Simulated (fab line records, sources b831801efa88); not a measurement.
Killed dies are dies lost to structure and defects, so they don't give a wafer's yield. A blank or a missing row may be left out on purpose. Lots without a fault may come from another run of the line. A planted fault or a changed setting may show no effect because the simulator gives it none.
Split-lot experiment | flow sky130 | 5 lots, 11 wafers read, on a route of 708 steps

THE SPLIT
At SKY_METAL2_COAT_10 (resist thk 450 nm), the setting spin_rpm was moved away from the recipe's 3000 rpm on 2 of the 11 wafers read, by +2.8% to +4.3%. The other wafers ran this setting at the recipe's value.

FROM THE SPLIT TO THE READING: what the file shows between them, 5 steps
- SKY_METAL2_EXPOSE_12: exposes mask MM2, target cd 140 nm (also split here: dose_mj)
- SKY_METAL2_PEB_13
- SKY_METAL2_DEVELOP_14: develop time 60 s
- SKY_METAL2_CD_MEAS_15: target cd 140 nm
- SKY_METAL2_DESCUM_17: chemistry O2, time 8 s

THE READING
KrF-thick_of_METAL2_COAT_10.thk_nm (the simulator's own value, which no gauge read), in nm, at SKY_METAL2_ETCH_18 (etches BARC in N2/H2, stops on SiO2, time 45.9 s, target depth 60 nm). The file gives no usual value for it. The 9 wafers here that ran the recipe average 393.0 nm, standard deviation 1.5 nm.

wafer  | tool, chamber at the split | spin_rpm as run, rpm | against the recipe | KrF-thick_of_METAL2_COAT_10.thk_nm, nm | against lot-mates on the recipe
L075.2 | litho_track-02, 0          | 3000                 | recipe             | 390.7                                  | -
L075.6 | litho_track-02, 0          | 3000                 | recipe             | 392                                    | -
L078.3 | litho_track-03, 0          | 3000                 | recipe             | 393                                    | -
L078.4 | litho_track-03, 0          | 3084                 | +2.8%              | 384.4                                  | -8.6
L079.2 | litho_track-03, 0          | 3000                 | recipe             | 393.9                                  | -
L079.4 | litho_track-03, 0          | 3128                 | +4.3%              | 385                                    | -8.9
L080.1 | litho_track-01, 0          | 3000                 | recipe             | 393.4                                  | -
L080.4 | litho_track-01, 0          | 3000                 | recipe             | 394.9                                  | -
L080.5 | litho_track-01, 0          | 3000                 | recipe             | 395.2                                  | -
L081.1 | litho_track-02, 0          | 3000                 | recipe             | 390.8                                  | -
L081.2 | litho_track-02, 0          | 3000                 | recipe             | 392.9                                  | -

THE FIT
A straight line over all 11 wafers: KrF-thick_of_METAL2_COAT_10.thk_nm changes by -2.21 nm for each +1% of spin_rpm; r = -0.89; the points scatter about the line by 1.8 nm.
The same after taking each lot's own level away (the mean of its wafers on the recipe; 11 wafers): -2.36 nm for each +1%; r = -0.96; scatter 1.1 nm.
On that fit, the largest move of spin_rpm shifts the reading by 10 nm.
The lots' own levels span 391.35 to 394.50 nm, that is 2.1 times the standard deviation above.
So the lot-to-lot level changes the slope little: the two slopes agree.
Check: with one of the wafers moved furthest among these (+4.3%) left out of the fit, the line predicts -13.1 nm for it against its lot-mates. It came out at -8.9 nm against them.

OTHER SPLITS ON THESE WAFERS
These wafers also went through other splits before the reading. Each is held against what the fit with the lots' levels taken away leaves over:
other split on the same wafers     | wafers away from the commonest value | r with KrF-thick_of_METAL2_COAT_10.thk_nm (lot level and that fit taken away)
SKY_CONTACT_SPUTTER_23 power_w     | 3                                    | +0.02
SKY_METAL1_COAT_10 spin_rpm        | 4                                    | -0.20
SKY_METAL1_DEVELOP_14 dev_temp_c   | 3                                    | +0.08
SKY_VIA1_CMP_02 leave_above_ref_nm | 2                                    | +0.20
SKY_VIA1_COAT_07 spin_rpm          | 5                                    | +0.26
SKY_VIA1_SPUTTER_20 time_s         | 3                                    | -0.42
SKY_METAL2_SPUTTER_01 power_w      | 0                                    | -
SKY_METAL2_EXPOSE_12 dose_mj       | 5                                    | -0.40

THE WHOLE CHAIN: every reading that the file lists as answering this split, in the file's order
step               | what it does                                                         | reading                                                                             | change (the file's fit)              | r (the file's)
SKY_METAL2_COAT_10 | resist thk 450 nm                                                    | KrF-thick_of_METAL2_COAT_10.thk_nm (the simulator's own value, which no gauge read) | -2.3 nm for each +1% of the setting  | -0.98
SKY_METAL2_ETCH_18 | etches BARC in N2/H2, stops on SiO2, time 45.9 s, target depth 60 nm | KrF-thick_of_METAL2_COAT_10.thk_nm (the simulator's own value, which no gauge read) | -2.38 nm for each +1% of the setting | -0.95

THE FILE'S OWN FIT
KrF-thick_of_METAL2_COAT_10.thk_nm changes by -2.38 nm for each +1% of spin_rpm, r = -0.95.
